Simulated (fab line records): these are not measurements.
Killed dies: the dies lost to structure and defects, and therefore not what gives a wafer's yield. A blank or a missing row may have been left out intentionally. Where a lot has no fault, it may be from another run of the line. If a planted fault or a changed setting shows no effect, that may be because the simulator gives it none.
fab line records    flow sky130    part 1 of 2: steps 1 to 28 of 40
record lots=5  wafers=15  last_day=50
route steps=708 shown METAL4@637 VIA4@639 METAL5@661
lots with no fault: from the same line, run without faults
start_h: hours from the record's opening day to when the first of the lot's shown wafers began    wait_h: hours from the lot's prior step to this one    " repeats the value in the row above    L1.1+2: a row that stands for several wafers    - no value, or no start was given    * or withheld: withheld    < > ~ a bound
route shown NAME@n: a module of which the file shows steps, and the number in the route of the first    usual: mean/standard deviation taken from wafers without a fault    same: alike in all rows    chamber/n: place in a boat    sites: each site's reading    _std_site: the values' standard deviation    _edge_site: mean of outer sites minus mean of inner sites    radius_mm: how far each site lies from the wafer's centre    mask NAME#n: copy n    behind: the tool/chamber that last shaped the wafer    hold: why the lot went on hold/how many hours it stayed there/how the hold came to an end    device: whichever transistor did not switch (one of n, p or np)    end of line: the tests these same wafers got at the end of their route    for a step that has no rows: nothing shown but its recipe    killed: the dies lost at the first sort to structure and to defects; this is not the yield of the wafer    map: per-die view of a wafer (x killed, . not killed, _ where there is no die)
set.NAME: the setting as run; set.NAME@STEP: as run at that earlier step    model.NAME: the simulator's own value behind a step, which no gauge read
lots seen at some steps along the route; tables by step, rows by wafer
services: when a tool's chamber went out of use (start_h, in hours from the record's first day, below 0 if earlier), for how many hours, and the reason
## steps
# step SKY_METAL4_CLEAN_21
# recipe chemistry=IPA  time_s=180  temp_c=25
# usual temp_c=24.99/0.1
lot.wafer  tool          chamber  start_h  wait_h  temp_c
L084.1     wet_bench-01  3        1045.67  0.0     25.18
L084.3     "             3        "        "       25.12
L084.5     "             3        "        "       25.09
L085.3     wet_bench-01  1        1056.17  0.0     25.03
L085.5     "             1        "        "       24.95
L085.6     "             1        "        "       25.07
L088.2     wet_bench-04  1        1067.40  0.0     24.98
L088.4     "             1        "        "       25.01
L088.6     "             1        "        "       25.01
L089.1     wet_bench-03  3        1073.34  0.0     25.11
L089.4     "             3        "        "       25.06
L089.5     "             3        "        "       24.95
L096.1     wet_bench-01  1        1123.59  0.0     24.96
L096.3     "             1        "        "       25.06
L096.4     "             1        "        "       25.05
# step SKY_METAL4_CLEAN_22
# recipe chemistry=O3/DIW  dry=n2_spin
lot.wafer   tool          chamber  start_h  wait_h
L084.1+3+5  wet_bench-03  3        1045.73  0.0
L085.3+5+6  wet_bench-03  3        1056.22  0.0
L088.2+4+6  wet_bench-01  3        1067.46  0.0
L089.1+4+5  wet_bench-03  3        1073.40  0.0
L096.1+3+4  wet_bench-04  3        1123.65  0.0
# step SKY_VIA4_HDPCVD_00
# recipe material=SiO2  target_thk_nm=1750  sigma_open_frac=0.3  time_s=291.7  temp_c=400  sih4_flow_sccm=60  pressure_mtorr=6
# usual susceptor_temp_C=400.03/0.22
lot.wafer  tool       chamber  start_h  wait_h  susceptor_temp_C
L084.1     hdpcvd-02  1        1045.84  0.0     400.55
L084.3     "          2        "        "       400.21
L084.5     "          0        "        "       400.13
L085.3     hdpcvd-02  1        1056.32  0.0     399.70
L085.5     "          2        "        "       399.91
L085.6     "          1        "        "       400.15
L088.2     hdpcvd-01  2        1067.55  0.0     400.30
L088.4     "          1        "        "       399.85
L088.6     "          2        "        "       400.10
L089.1     hdpcvd-01  1        1073.49  0.0     399.95
L089.4     "          0        "        "       400.11
L089.5     "          1        "        "       400.24
L096.1     hdpcvd-02  0        1123.74  0.0     400.51
L096.3     "          1        "        "       400.02
L096.4     "          2        "        "       400.27
# step SKY_VIA4_THK_MEAS_01
# recipe reads=SiO2_of_VIA4_HDPCVD_00
# usual VIA4_HDPCVD_THK=1765/15
lot.wafer  tool           chamber  start_h  wait_h  VIA4_HDPCVD_THK[nm]
L084.1     film_metro-04  -        1046.02  0.1     1744
L084.3     "              -        "        "       1755
L084.5     "              -        "        "       1745
L085.3     film_metro-03  -        1056.51  0.1     1763
L085.5     "              -        "        "       1746
L085.6     "              -        "        "       1755
L088.2     film_metro-04  -        1067.74  0.1     1759
L088.4     "              -        "        "       1742
L088.6     "              -        "        "       1753
L089.1     film_metro-03  -        1073.67  0.1     1752
L089.4     "              -        "        "       1773
L089.5     "              -        "        "       1771
L096.1     film_metro-04  -        1123.92  0.1     1772
L096.3     "              -        "        "       1773
L096.4     "              -        "        "       1754
# step SKY_VIA4_CMP_02
# recipe material=SiO2  down_force_psi=4  platen_rpm=60  pad_velocity_m_s=0.94248
# usual motor_current_A=12.6/1  slurry_filter_dp_kPa=13.50/0.14
lot.wafer  tool    chamber  start_h  wait_h  motor_current_A  slurry_filter_dp_kPa
L084.1     cmp-02  2        1046.08  0.1     12.6             13.24
L084.3     "       3        "        "       11.2             13.62
L084.5     "       3        "        "       11.1             13.79
L085.3     cmp-01  3        1056.70  0.2     12.1             13.62
L085.6     "       0        "        "       14.9             13.26
L085.5     "       1        "        "       14.0             13.45
L088.2     cmp-02  3        1067.79  0.0     10.9             13.56
L088.4     "       0        "        "       13.2             13.62
L088.6     "       3        "        "       11.5             13.16
L089.4     cmp-01  2        1073.83  0.1     12.6             13.39
L089.1     "       1        "        "       14.5             13.50
L089.5     "       3        "        "       13.1             13.36
L096.1     cmp-02  2        1123.98  0.1     12.7             13.64
L096.4     "       3        "        "       10.8             13.39
L096.3     "       0        "        "       12.9             13.65
# step SKY_VIA4_BOW_MEAS_03
# recipe mode=bow
# usual VIA4_BOW=81/7.9
lot.wafer  tool           chamber  start_h  wait_h  VIA4_BOW[um]
L084.1     film_metro-04  -        1046.38  0.2     86
L084.3     "              -        "        "       74
L084.5     "              -        "        "       87
L085.3     film_metro-04  -        1056.89  0.1     81
L085.5     "              -        "        "       80
L085.6     "              -        "        "       87
L088.2     film_metro-04  -        1068.11  0.3     72
L088.4     "              -        "        "       70
L088.6     "              -        "        "       76
L089.1     film_metro-04  -        1074.13  0.1     79
L089.4     "              -        "        "       85
L089.5     "              -        "        "       71
L096.1     film_metro-04  -        1124.28  0.2     79
L096.3     "              -        "        "       83
L096.4     "              -        "        "       73
# step SKY_VIA4_DEHYDRATE_04
# recipe temp_c=200  time_s=60
lot.wafer   tool            chamber  start_h  wait_h
L084.1+3+5  litho_track-01  0        1056.45  10.0
L085.3+5+6  litho_track-03  0        1067.32  10.4
L088.2+4+6  litho_track-02  0        1077.90  9.8
L089.1+4+5  litho_track-02  0        1083.52  9.4
L096.1+3+4  litho_track-03  0        1133.37  9.1
# step SKY_VIA4_HMDS_05
# recipe prime_time_s=60  prime_temp_c=120
lot.wafer   tool            chamber  start_h  wait_h
L084.1+3+5  litho_track-01  0        1056.60  0.1
L085.3+5+6  litho_track-03  0        1067.47  0.1
L088.2+4+6  litho_track-02  0        1078.05  0.1
L089.1+4+5  litho_track-02  0        1083.67  0.1
L096.1+3+4  litho_track-03  0        1133.52  0.1
# step SKY_VIA4_COAT_06
# recipe resist=NOVOLAK  spin_rpm=3000  resist_thk_nm=1140
lot.wafer   tool            chamber  start_h  wait_h
L084.1+3+5  litho_track-01  0        1056.75  0.1
L085.3+5+6  litho_track-03  0        1067.62  0.1
L088.2+4+6  litho_track-02  0        1078.20  0.1
L089.1+4+5  litho_track-02  0        1083.82  0.1
L096.1+3+4  litho_track-03  0        1133.67  0.1
# step SKY_VIA4_SOFTBAKE_07
# recipe temp_c=90  time_s=60  resist=NOVOLAK
lot.wafer   tool            chamber  start_h  wait_h
L084.1+3+5  litho_track-01  0        1056.90  0.1
L085.3+5+6  litho_track-03  0        1067.77  0.1
L088.2+4+6  litho_track-02  0        1078.35  0.1
L089.1+4+5  litho_track-02  0        1083.97  0.1
L096.1+3+4  litho_track-03  0        1133.82  0.1
# step SKY_VIA4_EXPOSE_08
# recipe mask_id=VIM4  na=0.6  source_shape=conventional  sigma_outer=0.6  polarization=unpolarized  target_cd_nm=800  dose_mj=132
lot.wafer   tool              chamber  start_h  wait_h  mask
L084.1+3+5  iline_stepper-01  0        -        -       VIM4#0
L085.3+5+6  iline_stepper-02  0        -        -       VIM4#0
L088.2+4+6  iline_stepper-01  0        -        -       VIM4#0
L089.1+4+5  iline_stepper-02  0        -        -       VIM4#0
L096.1+3+4  iline_stepper-01  0        -        -       VIM4#0
# step SKY_VIA4_PEB_09
# recipe temp_c=withheld  time_s=*  resist=NOVOLAK
lot.wafer   tool            chamber  start_h  wait_h
L084.1+3+5  litho_track-01  0        -        -
L085.3+5+6  litho_track-01  0        -        -
L088.2+4+6  litho_track-01  0        -        -
L089.1+4+5  litho_track-02  0        -        -
L096.1+3+4  litho_track-01  0        -        -
# step SKY_VIA4_DEVELOP_10
# recipe resist=NOVOLAK  developer=TMAH  develop_time_s=60  dev_temp_c=23
lot.wafer   tool            chamber  start_h  wait_h
L084.1+3+5  litho_track-01  0        1067.70  0.1
L085.3+5+6  litho_track-01  0        1078.05  0.1
L088.2+4+6  litho_track-01  0        1088.78  0.1
L089.1+4+5  litho_track-02  0        1094.02  0.1
L096.1+3+4  litho_track-01  0        1142.30  0.1
# step SKY_VIA4_OVL_MEAS_11
# usual VIA4_OVL=0.6/1.3
lot.wafer  tool        chamber  start_h  wait_h  VIA4_OVL[nm]
L084.1     overlay-01  -        1067.85  0.1     -0.1
L084.3     "           -        "        "       0.8
L084.5     "           -        "        "       0.0
L085.3     overlay-01  -        1078.16  0.1     1.6
L085.5     "           -        "        "       0.3
L085.6     "           -        "        "       2.5
L088.2     overlay-01  -        1088.91  0.1     1.6
L088.4     "           -        "        "       -0.3
L088.6     "           -        "        "       1.8
L089.1     overlay-02  -        1094.17  0.1     0.1
L089.4     "           -        "        "       0.3
L089.5     "           -        "        "       1.3
L096.1     overlay-02  -        1142.45  0.1     -2.1
L096.3     "           -        "        "       0.2
L096.4     "           -        "        "       -2.5
# step SKY_VIA4_ETCH_12
# recipe target=SiO2  chemistry=C4F8/O2/Ar  stop_on=TiN  mask_material=NOVOLAK  source_w=1500  bias_w=1200  pressure_mtorr=40  c4f8_flow_sccm=withheld  O2_flow_sccm=6  Ar_flow_sccm=300  time_s=withheld  target_depth_a=5800
# usual oes_product_au=0.925/0.0049
lot.wafer  tool         chamber  start_h  wait_h  oes_product_au
L084.1     rie_diel-03  1        1067.89  0.0     0.935
L084.3     "            0        "        "       0.923
L084.5     "            3        "        "       0.914
L085.3     rie_diel-03  3        1078.19  0.0     0.933
L085.5     "            1        "        "       0.922
L085.6     "            0        "        "       0.929
L088.2     rie_diel-02  0        1088.94  0.0     0.933
L088.4     "            3        "        "       0.915
L088.6     "            3        "        "       0.918
L089.1     rie_diel-02  1        1094.21  0.0     0.916
L089.4     "            0        "        "       0.920
L089.5     "            1        "        "       0.936
L096.1     rie_diel-03  0        1142.49  0.0     0.925
L096.3     "            2        "        "       0.926
L096.4     "            1        "        "       0.928
# step SKY_VIA4_STRIP_13
# recipe chemistry=O2/N2  power_w=1400  pressure_mtorr=1500  platen_temp_c=withheld  o2_flow_sccm=3000  n2_flow_sccm=300  overash_fraction=0.5
# usual drypump_motor_current_A=5.3/0.35  oes_product_au=0.710/0.0045  strip_time_to_endpoint_s=12.806/0.027
lot.wafer  tool             chamber  start_h  wait_h  drypump_motor_current_A  oes_product_au  rf_hours_counter_h  strip_time_to_endpoint_s
L084.1     plasma_asher-03  0        1067.96  -       5.4                      0.707           32                  12.816
L084.3     "                1        "        "       5.3                      0.709           -                   12.803
L084.5     "                0        "        "       5.4                      0.711           -                   12.824
L085.3     plasma_asher-01  0        1078.29  -       5.7                      0.705           -                   12.786
L085.5     "                0        "        "       5.7                      0.708           -                   12.869
L085.6     "                1        "        "       5.0                      0.702           -                   12.857
L088.2     plasma_asher-04  1        1089.01  -       5.8                      0.708           65                  12.825
L088.4     "                0        "        "       4.7                      0.701           -                   12.793
L088.6     "                0        "        "       4.7                      0.713           -                   12.804
L089.1     plasma_asher-04  1        1094.28  -       5.8                      0.709           66                  12.749
L089.4     "                0        "        "       4.7                      0.707           -                   12.808
L089.5     "                1        "        "       5.8                      0.715           -                   12.759
L096.1     plasma_asher-03  1        1142.56  -       5.4                      0.711           37                  12.802
L096.3     "                1        "        "       5.3                      0.718           -                   12.818
L096.4     "                0        "        "       5.4                      0.709           -                   12.784
# step SKY_VIA4_STRIP_14
# recipe chemistry=post_etch_residue_remover  time_s=1200  temp_c=72.5
# usual bath_guard_temp_C=72.4/0.4  temp_c=72.50/0.11
lot.wafer  tool          chamber  start_h  wait_h  bath_guard_temp_C  temp_c
L084.1     wet_bench-04  0        1068.06  0.1     72.7               72.57
L084.3     "             0        "        "       72.3               72.49
L084.5     "             0        "        "       72.6               72.48
L085.3     wet_bench-01  2        1078.36  0.0     72.2               72.62
L085.5     "             2        "        "       71.9               72.53
L085.6     "             2        "        "       72.1               72.43
L088.2     wet_bench-04  1        1089.11  0.1     72.7               72.57
L088.4     "             1        "        "       72.4               72.36
L088.6     "             1        "        "       73.0               72.68
L089.1     wet_bench-01  3        1094.38  0.1     72.9               72.55
L089.4     "             3        "        "       72.9               72.43
L089.5     "             3        "        "       72.5               72.27
L096.1     wet_bench-01  1        1142.66  0.1     72.1               72.47
L096.3     "             1        "        "       71.6               72.66
L096.4     "             1        "        "       72.0               72.50
# step SKY_VIA4_CLEAN_15
# recipe chemistry=IPA  time_s=180  temp_c=25
# usual temp_c=24.99/0.11
lot.wafer  tool          chamber  start_h  wait_h  temp_c
L084.1     wet_bench-01  0        1068.43  0.0     25.17
L084.3     "             0        "        "       24.98
L084.5     "             0        "        "       25.01
L085.3     wet_bench-02  0        1078.77  0.0     25.02
L085.5     "             0        "        "       25.16
L085.6     "             0        "        "       25.04
L088.2     wet_bench-01  0        1089.45  0.0     24.88
L088.4     "             0        "        "       24.99
L088.6     "             0        "        "       25.02
L089.1     wet_bench-02  2        1094.72  0.0     24.80
L089.4     "             2        "        "       24.91
L089.5     "             2        "        "       24.90
L096.1     wet_bench-04  3        1143.00  0.0     24.83
L096.3     "             3        "        "       24.85
L096.4     "             3        "        "       24.93
# step SKY_VIA4_CLEAN_16
# recipe chemistry=O3/DIW  dry=n2_spin
lot.wafer   tool          chamber  start_h  wait_h
L084.1+3+5  wet_bench-01  2        1068.49  0.0
L085.3+5+6  wet_bench-04  0        1078.82  0.0
L088.2+4+6  wet_bench-04  0        1089.51  0.0
L089.1+4+5  wet_bench-04  2        1094.78  0.0
L096.1+3+4  wet_bench-02  0        1143.06  0.0
# step SKY_VIA4_SPUTTER_17
# recipe material=TiN  target_thk_nm=20  chamber_pressure_pa=5  power_w=4000  time_s=80
# usual throttle_valve_pct=30.0/1.1
lot.wafer  tool            chamber  start_h  wait_h  throttle_valve_pct
L084.1     pvd_sputter-01  -        1068.58  0.0     29.1
L084.3     "               -        "        "       29.1
L084.5     "               -        "        "       28.2
L085.3     pvd_sputter-02  -        1078.92  0.0     29.6
L085.5     "               -        "        "       29.7
L085.6     "               -        "        "       29.4
L088.2     pvd_sputter-02  -        1089.60  0.0     31.7
L088.4     "               -        "        "       29.7
L088.6     "               -        "        "       31.5
L089.1     pvd_sputter-01  -        1094.87  0.0     28.3
L089.4     "               -        "        "       29.0
L089.5     "               -        "        "       30.1
L096.1     pvd_sputter-04  -        1143.16  0.0     29.8
L096.3     "               -        "        "       29.9
L096.4     "               -        "        "       31.9
# step SKY_VIA4_CVD_18
# recipe material=W  target_thk_nm=505  time_s=152.14  temp_c=400  pressure_torr=40
# usual heater_power_w=871/75  susceptor_temp_C=399.99/0.2
lot.wafer  tool      chamber  start_h  wait_h  heater_power_w  susceptor_temp_C
L084.1     cvd_w-01  0        1068.64  0.0     876             399.98
L084.3     "         0        "        "       871             400.10
L084.5     "         0        "        "       883             400.07
L085.3     cvd_w-01  1        1079.03  0.1     729             400.05
L085.5     "         1        "        "       768             399.85
L085.6     "         0        "        "       870             399.86
L088.2     cvd_w-01  0        1089.66  0.0     876             400.14
L088.4     "         1        "        "       744             399.73
L088.6     "         0        "        "       858             400.28
L089.1     cvd_w-02  0        1094.93  0.0     876             400.35
L089.4     "         1        "        "       1003            400.08
L089.5     "         0        "        "       875             400.16
L096.1     cvd_w-01  0        1143.22  0.0     892             399.59
L096.3     "         1        "        "       766             399.98
L096.4     "         0        "        "       901             400.18
# step SKY_VIA4_RS_MEAS_19
# recipe thk_meas_gauge=four-point-probe  reads=W_of_VIA4_CVD_18+TiN_of_VIA4_SPUTTER_17
# usual VIA4_W_RS=0.2272/0.0022
lot.wafer  tool           chamber  start_h  wait_h  VIA4_W_RS[ohm/sq]
L084.1     film_metro-03  -        1068.79  0.1     0.2246
L084.3     "              -        "        "       0.2250
L084.5     "              -        "        "       0.2224
L085.3     film_metro-01  -        1079.17  0.1     0.2285
L085.5     "              -        "        "       0.2269
L085.6     "              -        "        "       0.2239
L088.2     film_metro-04  -        1089.83  0.1     0.2269
L088.4     "              -        "        "       0.2287
L088.6     "              -        "        "       0.2263
L089.1     film_metro-04  -        1095.09  0.1     0.2296
L089.4     "              -        "        "       0.2278
L089.5     "              -        "        "       0.2302
L096.1     film_metro-04  -        1143.37  0.1     0.2238
L096.3     "              -        "        "       0.2280
L096.4     "              -        "        "       0.2249
# step SKY_VIA4_THK_MEAS_20
# recipe thk_meas_gauge=xrf  reads=W_of_VIA4_CVD_18
# usual VIA4_W_THK=513/6.2
lot.wafer  tool           chamber  start_h  wait_h  VIA4_W_THK[nm]
L084.1     film_metro-03  -        1068.91  0.1     516
L084.3     "              -        "        "       515
L084.5     "              -        "        "       523
L085.3     film_metro-01  -        1079.27  0.1     500
L085.5     "              -        "        "       506
L085.6     "              -        "        "       512
L088.2     film_metro-04  -        1089.94  0.1     517
L088.4     "              -        "        "       515
L088.6     "              -        "        "       519
L089.1     film_metro-04  -        1095.21  0.1     510
L089.4     "              -        "        "       514
L089.5     "              -        "        "       510
L096.1     film_metro-04  -        1143.49  0.1     521
L096.3     "              -        "        "       507
L096.4     "              -        "        "       514
# step SKY_VIA4_CMP_21
# recipe stop_on=SiO2  t_overpolish_s=25  down_force_psi=3.5  platen_rpm=60  target_thk_nm=0  pad_velocity_m_s=0.94248
# usual motor_current_A=12.0/0.98  overpolish_run_s=25.001/0.0089  slurry_filter_dp_kPa=13.50/0.16  time_to_endpoint_s=121/4.3
lot.wafer  tool    chamber  start_h  wait_h  motor_current_A  overpolish_run_s  slurry_filter_dp_kPa  time_to_endpoint_s
L084.3     cmp-02  1        1069.02  0.1     12.6             24.998            13.50                 122
L084.1     "       2        "        "       12.2             25.007            13.34                 122
L084.5     "       1        "        "       12.0             25.011            13.66                 124
L085.3     cmp-01  3        1079.46  0.2     11.1             25.007            13.48                 119
L085.6     "       0        "        "       12.8             24.992            13.22                 128
L085.5     "       1        "        "       13.1             25.002            13.56                 126
L088.2     cmp-01  1        1089.99  0.0     13.5             24.996            13.07                 121
L088.4     "       0        "        "       13.3             25.008            13.58                 117
L088.6     "       1        "        "       13.9             25.008            13.56                 127
L089.1     cmp-01  2        1095.60  0.4     11.1             25.001            13.76                 118
L089.4     "       0        "        "       12.8             25.011            13.65                 116
L089.5     "       2        "        "       11.1             24.997            13.62                 114
L096.3     cmp-01  0        1143.60  0.1     12.2             24.993            13.41                 121
L096.4     "       2        "        "       11.2             25.005            13.64                 118
L096.1     "       3        "        "       12.2             25.001            13.25                 122
# step SKY_METAL5_SPUTTER_00
# recipe material=Ti  target_thk_nm=15  power_w=3000  time_s=10  chamber_pressure_pa=0.4
# usual throttle_valve_pct=29.6/0.84
lot.wafer  tool            chamber  start_h  wait_h  throttle_valve_pct
L084.1     pvd_sputter-02  -        1069.27  0.1     29.8
L084.3     "               -        "        "       29.4
L084.5     "               -        "        "       29.4
L085.3     pvd_sputter-03  -        1079.61  0.1     29.7
L085.5     "               -        "        "       29.4
L085.6     "               -        "        "       29.7
L088.2     pvd_sputter-03  -        1090.29  0.2     29.3
L088.4     "               -        "        "       30.0
L088.6     "               -        "        "       29.8
L089.1     pvd_sputter-02  -        1095.85  0.2     29.5
L089.4     "               -        "        "       29.8
L089.5     "               -        "        "       29.2
L096.1     pvd_sputter-02  -        1143.90  0.1     29.3
L096.3     "               -        "        "       29.7
L096.4     "               -        "        "       28.8
# step SKY_METAL5_SPUTTER_01
# recipe material=TiN  target_thk_nm=20  power_w=6500  time_s=16.7  chamber_pressure_pa=0.4
# usual throttle_valve_pct=29.6/0.83
lot.wafer  tool            chamber  start_h  wait_h  throttle_valve_pct
L084.1     pvd_sputter-02  -        1069.30  0.0     29.7
L084.3     "               -        "        "       29.3
L084.5     "               -        "        "       29.6
L085.3     pvd_sputter-03  -        1079.63  0.0     29.5
L085.5     "               -        "        "       29.4
L085.6     "               -        "        "       29.6
L088.2     pvd_sputter-03  -        1090.32  0.0     29.3
L088.4     "               -        "        "       30.0
L088.6     "               -        "        "       30.1
L089.1     pvd_sputter-02  -        1095.87  0.0     29.4
L089.4     "               -        "        "       29.7
L089.5     "               -        "        "       29.2
L096.1     pvd_sputter-02  -        1143.93  0.0     29.3
L096.3     "               -        "        "       29.9
L096.4     "               -        "        "       29.0
# step SKY_METAL5_SPUTTER_02
# recipe material=AlCu  target_thk_nm=1150  power_w=10600  time_s=61.2  chamber_pressure_pa=0.4
# usual throttle_valve_pct=29.6/0.83
lot.wafer  tool            chamber  start_h  wait_h  throttle_valve_pct
L084.1     pvd_sputter-02  -        1069.32  0.0     29.8
L084.3     "               -        "        "       29.3
L084.5     "               -        "        "       29.6
L085.3     pvd_sputter-03  -        1079.66  0.0     29.5
L085.5     "               -        "        "       29.4
L085.6     "               -        "        "       29.4
L088.2     pvd_sputter-03  -        1090.34  0.0     29.2
L088.4     "               -        "        "       30.0
L088.6     "               -        "        "       30.0
L089.1     pvd_sputter-02  -        1095.90  0.0     29.2
L089.4     "               -        "        "       29.8
L089.5     "               -        "        "       29.3
L096.1     pvd_sputter-02  -        1143.95  0.0     29.3
L096.3     "               -        "        "       29.6
L096.4     "               -        "        "       28.5
# step SKY_METAL5_SPUTTER_03
# recipe material=Ti  target_thk_nm=5  power_w=3000  time_s=3.3  chamber_pressure_pa=0.4
# usual throttle_valve_pct=29.6/0.83
lot.wafer  tool            chamber  start_h  wait_h  throttle_valve_pct
L084.1     pvd_sputter-02  -        1069.37  0.0     29.7
L084.3     "               -        "        "       29.4
L084.5     "               -        "        "       29.7
L085.3     pvd_sputter-03  -        1079.71  0.0     29.5
L085.5     "               -        "        "       29.2
L085.6     "               -        "        "       29.4
L088.2     pvd_sputter-03  -        1090.39  0.0     29.3
L088.4     "               -        "        "       30.2
L088.6     "               -        "        "       29.8
L089.1     pvd_sputter-02  -        1095.95  0.0     29.1
L089.4     "               -        "        "       29.8
L089.5     "               -        "        "       29.6
L096.1     pvd_sputter-02  -        1144.00  0.0     29.4
L096.3     "               -        "        "       29.8
L096.4     "               -        "        "       28.6
